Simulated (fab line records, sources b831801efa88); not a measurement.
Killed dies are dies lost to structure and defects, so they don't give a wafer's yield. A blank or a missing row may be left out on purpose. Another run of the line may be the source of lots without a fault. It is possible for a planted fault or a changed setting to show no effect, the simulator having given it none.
Comparing a struck lot with a sound one || flow gf180mcu || 14 steps out of a route of 602
Sound: the wafers L252.1, L252.2, L252.6. Wafers struck: L245.1, L245.2, L245.6. Last of all comes the cause.
Per side, at each step with rows, come the tool, then ch with its chambers, and then its first start. Under that, the readings that differ: sound wafers || struck wafers || difference of the means || sigmas: that difference in standard deviations of wafers without a fault.
alike: readings with means less than 2 such deviations apart, plus words and numbers identical on both sides. not compared: withheld readings, readings lacking a value on some wafer, bounds such as >300 that could conceal the same value, and numbers that have no deviation in the record and whose values overlap.
Wherever a step has rows on one side only, a row that says differs or no value, or a row with sigmas, the two part there. Numbers that have no deviation but don't overlap get no sigmas and don't part them. A reading that every wafer of one side lacks parts them only if that side has two wafers or more.

first, 2 steps without rows for these wafers: GF_M2_CLEAN_19 (cleans in DIW); GF_V2_CVD_00 (deposits SiO2, target thk 600 nm, time 100 s).
GF_V2_THK_MEAS_01:
  struck on filmMetro-02, day 24 14:40; sound on filmMetro-02, day 26 18:25
{"reading": "V2_CVD_00_THK (nm)", "sound": "608 616 610", "struck": "588 584 585", "difference": -26, "sigmas": -3}
GF_V2_CVD_02: deposits SiO2 from TEOS, target thk 850 nm, time 94.851 s.
  sound on pecvd-01 ch 0,1,2, day 26 18:28; struck on pecvd-02 ch 1,2, day 24 14:43
  alike: heaterPowerW
GF_V2_THK_MEAS_03:
  struck on filmMetro-01, day 24 14:47; sound on filmMetro-01, day 26 18:32
  alike: V2_CVD_02_THK
GF_V2_CMP_04: polishes SiO2.
  sound on cmp-02 ch 1,3, day 26 18:36; struck on cmp-01 ch 2,3, day 24 14:51
  alike: motorCurrentA, timeToEndpointS
GF_V2_BOW_MEAS_05:
  struck on filmMetro-04, day 24 15:09; sound on filmMetro-04, day 26 18:54
  alike: V2_BOW
then, 5 steps without rows for these wafers: GF_V2_DEHYDRATE_06 (time 60 s); GF_V2_HMDS_07 (prime time 60 s); GF_V2_COAT_08; GF_V2_COAT_09 (resist thk 1000 nm); GF_V2_SOFTBAKE_10 (time 60 s).
GF_V2_EXPOSE_11: exposes mask Via2, target cd 260 nm.
  struck on krfScanner-02, day 25 02:21; sound on krfScanner-02 ch 0, day 27 05:14
  no value came back on the struck wafers for exposureDoseMJCm2, focusOffsetNm (nm); on the sound wafers exposureDoseMJCm2 reads 37.95 37.95 37.93
  alike: mask
then, 1 step without rows for these wafers: GF_V2_PEB_12 (peb time 90 s).

WHERE THEY PART
Earliest at GF_V2_THK_MEAS_01; latest, in this record, at GF_V2_EXPOSE_11.

WHY: whatever the simulator had introduced
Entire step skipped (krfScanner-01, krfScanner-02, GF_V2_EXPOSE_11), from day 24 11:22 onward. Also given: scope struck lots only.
